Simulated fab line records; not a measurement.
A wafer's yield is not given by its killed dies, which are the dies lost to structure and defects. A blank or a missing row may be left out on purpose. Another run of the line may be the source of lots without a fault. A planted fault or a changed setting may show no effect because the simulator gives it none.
fab line records + flow sfqLine
record
- lots=6
- wafers=18
- lastDay=92
route steps=325 shown M2@92 I2@103
lots untouched by any fault: they come from a run of this same line in which no faults occurred
startH: the number of hours between the record's first day and the start of the first shown wafer of the lot + waitH: hours elapsed since this lot's preceding step + " as in the row above + L1.1+2: one row covering several wafers at once + - no value, or no start given + * or withheld: withheld + < > ~ a bound
route shown NAME@n: a module of which the file shows steps, and the number in the route of the first + usual: mean/standard deviation of fault-free wafers + same: alike in all rows + chamber/n: place in a boat + sites: per-site readings + _std_site: the standard deviation of these + _edge_site: outer sites' mean less inner sites' + radiusMm: how far each site lies from the wafer's centre + mask NAME#n: copy n + behind: the most recent tool/chamber to have shaped the wafer + hold: cause of the lot's hold/its duration in hours/its outcome + device: which transistor (n, p or np) failed to switch + end of line: the tests these same wafers got at the end of their route + where a step has no rows: the recipe by itself + killed: dies lost to structure and defects at the first sort, not the wafer's yield + map: a wafer's dies, marking killed ones x, the rest . and places with no die _
set.NAME: setting as actually run; set.NAME@STEP: the setting as run at that earlier step + model.NAME: the simulator's own value behind a step, which no gauge read
lots at some steps of the route; a table a step, a row a wafer
services: the hour from which a tool's chamber was out of use, counted from the record's first day as startH (under 0 if before that day), plus the number of hours and why
## steps
# step SFQ_TRILAYER_M2_LITHO_COAT_062
# recipe
- resist=BARC
- spinRpm=3000
- resistThkNm=62
# step SFQ_TRILAYER_M2_LITHO_COAT_057
# recipe
- resist=KrF
- spinRpm=3000
- resistThkNm=600
# step SFQ_TRILAYER_M2_LITHO_SOFTBAKE_061
# recipe
- tempC=withheld
- timeS=withheld
- resist=KrF
# step SFQ_TRILAYER_M2_LITHO_EXPOSE_058
# recipe
- maskId=M2
- na=0.6
- sourceShape=conventional
- sigmaOuter=0.65
- targetCdNm=500
- doseMj=14.4
# step SFQ_TRILAYER_M2_LITHO_PEB_060
# recipe
- pebTempC=115
- pebTimeS=60
- resist=KrF
# step SFQ_TRILAYER_M2_LITHO_DEVELOP_059
# recipe
- timeS=60
- resist=KrF
# step SFQ_M2_OVL_MEAS_916
# usual
- M2_OVL=-2/5.8
| lot.wafer | tool       | chamber | startH  | waitH | M2_OVL[nm] |
|-----------|------------|---------|---------|-------|------------|
| L990.2    | overlay-01 | -       | 896.95  | 0.1   | -10        |
| L990.5    | "          | -       | "       | "     | -15        |
| L990.6    | "          | -       | "       | "     | -14        |
| L992.1    | overlay-02 | -       | 902.94  | 0.1   | 5          |
| L992.5    | "          | -       | "       | "     | -4         |
| L992.6    | "          | -       | "       | "     | 3          |
| L100.1    | overlay-01 | -       | 1009.48 | 0.1   | -9         |
| L100.2    | "          | -       | "       | "     | -8         |
| L100.3    | "          | -       | "       | "     | 4          |
| L101.1    | overlay-01 | -       | 1016.68 | 0.1   | 5          |
| L101.3    | "          | -       | "       | "     | -3         |
| L101.4    | "          | -       | "       | "     | -1         |
| L103.1    | overlay-01 | -       | 1041.88 | 0.1   | -4         |
| L103.2    | "          | -       | "       | "     | -3         |
| L103.6    | "          | -       | "       | "     | -2         |
| L108.1    | overlay-01 | -       | 1084.50 | 0.1   | -1         |
| L108.2    | "          | -       | "       | "     | -4         |
| L108.4    | "          | -       | "       | "     | 4          |
# step SFQ_TRILAYER_M2_BARC_OPEN_METAL_ETCH_077
# recipe
- maskMaterial=PR
- chemistry=O2
- targetDepthNm=125
- target=BARC
- icpW=600
- biasW=80
- pressureMtorr=10
- timeS=41.7
# usual
- drypumpMotorCurrentA=5.54/0.23
- oesProductAu=0.685/0.0043
# same
- timeS=41.7
| lot.wafer | tool        | chamber | startH  | waitH | drypumpMotorCurrentA | oesProductAu | rfHoursCounterH |
|-----------|-------------|---------|---------|-------|----------------------|--------------|-----------------|
| L990.2    | rieMetal-03 | 1       | 897.00  | 0.0   | 5.28                 | 0.689        | -               |
| L990.5    | "           | 1       | "       | "     | 5.29                 | 0.680        | -               |
| L990.6    | "           | 1       | "       | "     | 5.32                 | 0.680        | -               |
| L992.1    | rieMetal-01 | 0       | 902.98  | 0.0   | 5.80                 | 0.684        | 12              |
| L992.5    | "           | 0       | "       | "     | 5.79                 | 0.679        | -               |
| L992.6    | "           | 1       | "       | "     | 5.73                 | 0.686        | -               |
| L100.1    | rieMetal-01 | 0       | 1009.52 | 0.0   | 5.82                 | 0.689        | 24              |
| L100.2    | "           | 1       | "       | "     | 5.69                 | 0.683        | 102             |
| L100.3    | "           | 0       | "       | "     | 5.81                 | 0.685        | -               |
| L101.1    | rieMetal-04 | 0       | 1016.72 | 0.0   | 5.17                 | 0.679        | 92              |
| L101.3    | "           | 1       | "       | "     | 5.34                 | 0.683        | -               |
| L101.4    | "           | 0       | "       | "     | 5.17                 | 0.677        | -               |
| L103.1    | rieMetal-01 | 1       | 1041.92 | 0.0   | 5.72                 | 0.678        | 107             |
| L103.2    | "           | 0       | "       | "     | 5.82                 | 0.680        | 29              |
| L103.6    | "           | 0       | "       | "     | 5.82                 | 0.677        | -               |
| L108.1    | rieMetal-04 | 1       | 1084.53 | 0.0   | 5.36                 | 0.685        | 84              |
| L108.2    | "           | 0       | "       | "     | 5.16                 | 0.682        | 101             |
| L108.4    | "           | 1       | "       | "     | 5.33                 | 0.691        | -               |
# step SFQ_TRILAYER_M2_ETCH_METAL_ETCH_060
# recipe
- target=Nb
- stopOn=SiO2
- maskMaterial=PR
- chemistry=Cl2/Ar
- targetDepthNm=240
- icpW=600
- biasW=80
- pressureMtorr=10
- timeS=120
# usual
- drypumpMotorCurrentA=5.54/0.23
- oesProductAu=0.892/0.0067
# same
- timeS=120
| lot.wafer | tool        | chamber | startH  | waitH | drypumpMotorCurrentA | oesProductAu | rfHoursCounterH |
|-----------|-------------|---------|---------|-------|----------------------|--------------|-----------------|
| L990.2    | rieMetal-03 | 1       | 897.14  | 0.1   | 5.30                 | 0.893        | -               |
| L990.5    | "           | 1       | "       | "     | 5.33                 | 0.895        | -               |
| L990.6    | "           | 1       | "       | "     | 5.31                 | 0.895        | -               |
| L992.1    | rieMetal-01 | 0       | 903.04  | 0.0   | 5.80                 | 0.893        | 12              |
| L992.5    | "           | 0       | "       | "     | 5.85                 | 0.895        | -               |
| L992.6    | "           | 1       | "       | "     | 5.69                 | 0.903        | -               |
| L100.1    | rieMetal-01 | 0       | 1009.58 | 0.0   | 5.80                 | 0.890        | 24              |
| L100.2    | "           | 1       | "       | "     | 5.74                 | 0.894        | 102             |
| L100.3    | "           | 0       | "       | "     | 5.82                 | 0.893        | -               |
| L101.1    | rieMetal-04 | 0       | 1016.78 | 0.0   | 5.17                 | 0.909        | 92              |
| L101.3    | "           | 1       | "       | "     | 5.31                 | 0.903        | -               |
| L101.4    | "           | 0       | "       | "     | 5.17                 | 0.903        | -               |
| L103.1    | rieMetal-01 | 1       | 1041.98 | 0.0   | 5.70                 | 0.883        | 107             |
| L103.2    | "           | 0       | "       | "     | 5.82                 | 0.893        | 29              |
| L103.6    | "           | 0       | "       | "     | 5.82                 | 0.888        | -               |
| L108.1    | rieMetal-04 | 1       | 1084.59 | 0.0   | 5.32                 | 0.885        | 84              |
| L108.2    | "           | 0       | "       | "     | 5.17                 | 0.884        | 101             |
| L108.4    | "           | 1       | "       | "     | 5.31                 | 0.895        | -               |
# step SFQ_TRILAYER_M2_STRIP_STRIP_061
# recipe
- gas=O2
- powerW=200
- platenTempC=40
- overashFraction=0.65
- chemistry=O2
- pressureMtorr=50
# usual
- drypumpMotorCurrentA=5.54/0.23
- oesProductAu=1.000/0.0065
- platenTempC=40.00/0.12
| lot.wafer | tool        | chamber | startH  | waitH | drypumpMotorCurrentA | oesProductAu | platenTempC | rfHoursCounterH |
|-----------|-------------|---------|---------|-------|----------------------|--------------|-------------|-----------------|
| L990.2    | rieMetal-03 | 1       | 897.55  | 0.4   | 5.33                 | 1.000        | 39.88       | -               |
| L990.5    | "           | 1       | "       | "     | 5.32                 | 1.004        | 39.96       | -               |
| L990.6    | "           | 1       | "       | "     | 5.33                 | 1.004        | 40.11       | -               |
| L992.1    | rieMetal-01 | 0       | 903.16  | 0.1   | 5.80                 | 1.005        | 39.80       | 12              |
| L992.5    | "           | 0       | "       | "     | 5.77                 | 0.997        | 39.90       | -               |
| L992.6    | "           | 1       | "       | "     | 5.71                 | 1.005        | 39.98       | -               |
| L100.1    | rieMetal-01 | 0       | 1009.70 | 0.1   | 5.81                 | 1.004        | 40.19       | 24              |
| L100.2    | "           | 1       | "       | "     | 5.71                 | 0.985        | 40.18       | 103             |
| L100.3    | "           | 0       | "       | "     | 5.80                 | 1.004        | 40.18       | -               |
| L101.1    | rieMetal-04 | 0       | 1016.90 | 0.1   | 5.17                 | 0.994        | 39.94       | 92              |
| L101.3    | "           | 1       | "       | "     | 5.34                 | 1.006        | 40.10       | -               |
| L101.4    | "           | 0       | "       | "     | 5.17                 | 0.996        | 39.95       | -               |
| L103.1    | rieMetal-01 | 1       | 1042.10 | 0.1   | 5.72                 | 1.015        | 39.92       | 107             |
| L103.2    | "           | 0       | "       | "     | 5.82                 | 1.001        | 40.08       | 29              |
| L103.6    | "           | 0       | "       | "     | 5.83                 | 1.008        | 40.15       | -               |
| L108.1    | rieMetal-04 | 1       | 1084.72 | 0.1   | 5.31                 | 0.998        | 39.95       | 85              |
| L108.2    | "           | 0       | "       | "     | 5.17                 | 0.986        | 40.33       | 101             |
| L108.4    | "           | 1       | "       | "     | 5.35                 | 0.994        | 39.84       | -               |
# step SFQ_TRILAYER_M2_STRIP_SOLV_CLEAN_062
# recipe
- chemistry=NMP
- tempC=70
- timeS=600
# step SFQ_TRILAYER_I2_DEP_PECVD_063
# recipe
- material=SiO2
- tempC=150
- timeS=111.11
- pressureTorr=2.4
- rfW=183.3
- precursor=SiH4/N2O
- targetThkNm=500
# usual
- heaterPowerOuterW=33/9.9
- heaterPowerW=90/13
- rfFwdPowerW=182.2/0.67
- showerheadVppV=840/48
- throttleValvePct=24.0/1.2
# same
- timeS=111.11
| lot.wafer | tool     | chamber | startH  | waitH | heaterPowerOuterW | heaterPowerW | rfFwdPowerW | showerheadVppV | throttleValvePct | model.SiO2_of_TRILAYER_I2_DEP_PECVD_063.thkNm |
|-----------|----------|---------|---------|-------|-------------------|--------------|-------------|----------------|------------------|-----------------------------------------------|
| L990.2    | pecvd-02 | 2       | 898.72  | 0.0   | 35                | 90           | 182.4       | 818            | 24.3             | 503.6                                         |
| L990.5    | "        | 2       | "       | "     | 37                | 88           | 182.2       | 807            | 24.3             | 504.8                                         |
| L990.6    | "        | 1       | "       | "     | 25                | 85           | 182.2       | 913            | 23.2             | 500.8                                         |
| L992.1    | pecvd-04 | 1       | 903.95  | 0.0   | 45                | 97           | 181.2       | 814            | 24.3             | 493.8                                         |
| L992.5    | "        | 1       | "       | "     | 49                | 102          | 181.0       | 826            | 24.2             | 497.2                                         |
| L992.6    | "        | 2       | "       | "     | 51                | 110          | 182.4       | 825            | 24.5             | 498.9                                         |
| L100.1    | pecvd-04 | 0       | 1010.48 | 0.0   | 22                | 76           | 181.3       | 785            | 24.8             | 488.1                                         |
| L100.2    | "        | 1       | "       | "     | 21                | 64           | 256.3       | 976            | 24.7             | 542.7                                         |
| L100.3    | "        | 2       | "       | "     | 43                | 95           | 181.6       | 829            | 24.9             | 480.7                                         |
| L101.1    | pecvd-04 | 1       | 1017.68 | 0.0   | 30                | 77           | 255.0       | 980            | 24.7             | 544                                           |
| L101.3    | "        | 0       | "       | "     | 21                | 77           | 182.2       | 782            | 25.0             | 496.8                                         |
| L101.4    | "        | 0       | "       | "     | 24                | 79           | 182.4       | 777            | 24.9             | 507.9                                         |
| L103.1    | pecvd-02 | 1       | 1042.88 | 0.0   | 39                | 103          | 182.0       | 920            | 23.8             | 500.9                                         |
| L103.2    | "        | 0       | "       | "     | 23                | 80           | 182.6       | 786            | 23.0             | 497.1                                         |
| L103.6    | "        | 0       | "       | "     | 26                | 84           | 183.0       | 798            | 23.1             | 508.7                                         |
| L108.1    | pecvd-03 | 0       | 1085.49 | 0.0   | 16                | 62           | 182.3       | 931            | 22.7             | 500.3                                         |
| L108.2    | "        | 2       | "       | "     | 36                | 97           | 181.7       | 823            | 24.9             | 497.6                                         |
| L108.4    | "        | 1       | "       | "     | 36                | 92           | 181.3       | 842            | 23.1             | 507.4                                         |
# step SFQ_TRILAYER_I2_CMP_CMP_064
# recipe
- material=SiO2
- downForcePsi=3
- platenRpm=60
- padVelocityMS=0.94248
# usual
- headPressurePsi=3.000/0.0073
- motorCurrentA=10.8/0.7
- timeToEndpointS=217/7.5
| lot.wafer | tool   | chamber | startH  | waitH | headPressurePsi | motorCurrentA | timeToEndpointS |
|-----------|--------|---------|---------|-------|-----------------|---------------|-----------------|
| L990.2    | cmp-02 | 1       | 902.39  | 3.6   | 3.010           | 11.2          | 230             |
| L990.5    | "      | 2       | "       | "     | 2.993           | 9.8           | 222             |
| L990.6    | "      | 3       | "       | "     | 3.015           | 10.7          | 223             |
| L992.1    | cmp-01 | 1       | 907.52  | 3.5   | 3.007           | 9.3           | 212             |
| L992.5    | "      | 3       | 908.52  | 4.5   | 3.003           | 10.7          | 219             |
| L992.6    | "      | 0       | "       | "     | 2.996           | 11.6          | 218             |
| L100.1    | cmp-02 | 2       | 1011.06 | 0.5   | 2.998           | 10.9          | 206             |
| L100.3    | "      | 3       | "       | "     | 3.003           | 10.9          | 203             |
| L100.2    | "      | 0       | "       | "     | 2.988           | 11.0          | 250             |
| L101.1    | cmp-02 | 2       | 1017.76 | 0.0   | 2.998           | 10.2          | 243             |
| L101.4    | "      | 3       | "       | "     | 2.999           | 11.5          | 222             |
| L101.3    | "      | 1       | 1019.26 | 1.5   | 3.001           | 11.0          | 211             |
| L103.1    | cmp-02 | 1       | 1042.96 | 0.0   | 3.011           | 11.1          | 220             |
| L103.2    | "      | 3       | 1043.96 | 1.0   | 2.995           | 10.8          | 223             |
| L103.6    | "      | 2       | 1045.46 | 2.5   | 3.004           | 10.4          | 228             |
| L108.1    | cmp-02 | 3       | 1085.57 | 0.0   | 3.000           | 10.5          | 223             |
| L108.4    | "      | 1       | 1086.57 | 1.0   | 3.000           | 11.2          | 236             |
| L108.2    | "      | 2       | "       | "     | 2.992           | 10.7          | 217             |
# step SFQ_I2_BOW_MEAS_917
# recipe
- mode=bow
# usual
- I2_BOW=1/9
| lot.wafer | tool         | chamber | startH  | waitH | I2_BOW[um] |
|-----------|--------------|---------|---------|-------|------------|
| L990.2    | filmMetro-03 | -       | 903.91  | 1.0   | 3          |
| L990.5    | "            | -       | "       | "     | 10         |
| L990.6    | "            | -       | "       | "     | -3         |
| L992.1    | filmMetro-03 | -       | 909.52  | 1.5   | -13        |
| L992.5    | "            | -       | "       | "     | -9         |
| L992.6    | "            | -       | "       | "     | -10        |
| L100.1    | filmMetro-04 | -       | 1013.56 | 2.0   | -8         |
| L100.2    | "            | -       | "       | "     | -1         |
| L100.3    | "            | -       | "       | "     | -1         |
| L101.1    | filmMetro-04 | -       | 1020.76 | 2.5   | 2          |
| L101.3    | "            | -       | "       | "     | -2         |
| L101.4    | "            | -       | "       | "     | 11         |
| L103.1    | filmMetro-04 | -       | 1045.96 | 2.5   | 22         |
| L103.2    | "            | -       | "       | "     | 28         |
| L103.6    | "            | -       | "       | "     | 7          |
| L108.1    | filmMetro-04 | -       | 1088.57 | 2.5   | 1          |
| L108.2    | "            | -       | "       | "     | 5          |
| L108.4    | "            | -       | "       | "     | 10         |
## services
| tool        | chamber | startH  | hours | kind                          |
|-------------|---------|---------|-------|-------------------------------|
| rieMetal-01 | -       | 883.02  | 14.6  | pm                            |
| rieMetal-03 | 0       | 894.67  | 8.5   | repair                        |
| pecvd-03    | -       | 898.08  | 0.5   | repair                        |
| cmp-01      | -       | 898.10  | 5.4   | pm                            |
| pecvd-03    | 2       | 903.90  | 14.8  | repair                        |
| rieMetal-01 | -       | 906.70  | 1.4   | repair                        |
| cmp-01      | -       | 922.01  | 4.0   | pm                            |
| cmp-01      | -       | 924.74  | 1.9   | repair                        |
| cmp-01      | -       | 926.01  | -     | consumableReplace:conditioner |
| cmp-01      | -       | 926.01  | -     | consumableReplace:pad         |
| cmp-02      | -       | 928.33  | 0.3   | repair                        |
| pecvd-03    | -       | 933.25  | 14.0  | pm                            |
| rieMetal-04 | -       | 945.19  | 0.2   | repair                        |
| cmp-02      | -       | 949.88  | 5.4   | pm                            |
| cmp-01      | -       | 958.29  | 1.4   | repair                        |
| cmp-02      | -       | 961.81  | 15.5  | pm                            |
| cmp-02      | -       | 977.30  | 6.7   | pm                            |
| pecvd-03    | -       | 982.18  | 0.5   | repair                        |
| rieMetal-03 | -       | 982.92  | 0.6   | repair                        |
| cmp-01      | -       | 992.75  | 0.4   | repair                        |
| cmp-01      | -       | 1009.61 | 0.5   | repair                        |
| pecvd-03    | -       | 1009.68 | 28.1  | pm                            |
| rieMetal-03 | 0       | 1014.13 | 8.9   | repair                        |
| rieMetal-04 | 0       | 1058.15 | 8.0   | repair                        |
## key
firstSign
- step=SFQ_TRILAYER_I2_DEP_PECVD_063
- reading=rfFwdPowerW
- direction=up
- sigmas=99+
- usual=182.2
- struck=255.7
effect
- step=SFQ_TRILAYER_I2_DEP_PECVD_063
- reading=showerheadVppV
- direction=up
- sigmas=2.9
- usual=840
- struck=978
effect
- step=SFQ_TRILAYER_I2_CMP_CMP_064
- reading=timeToEndpointS
- direction=up
- sigmas=3.9
- usual=*
- struck=*
modelEffect
- step=SFQ_TRILAYER_I2_DEP_PECVD_063
- value=SiO2_of_TRILAYER_I2_DEP_PECVD_063.thkNm
- without=490.6
- struck=543.3
metAt SFQ_TRILAYER_I2_DEP_PECVD_063
struckWafers L100.2,L101.1
onsetBetween 903.95 1010.48
fault
- kind=processParameterDrift
- tool=pecvd-04
- chamber=1
- onsetH=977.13
- steps=SFQ_TRILAYER_I2_DEP_PECVD_063
- channel=rfW
- offset=73.32
- shape=step
- endH=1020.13
- actsIn=theseRecipesOnly
- stated=183.3
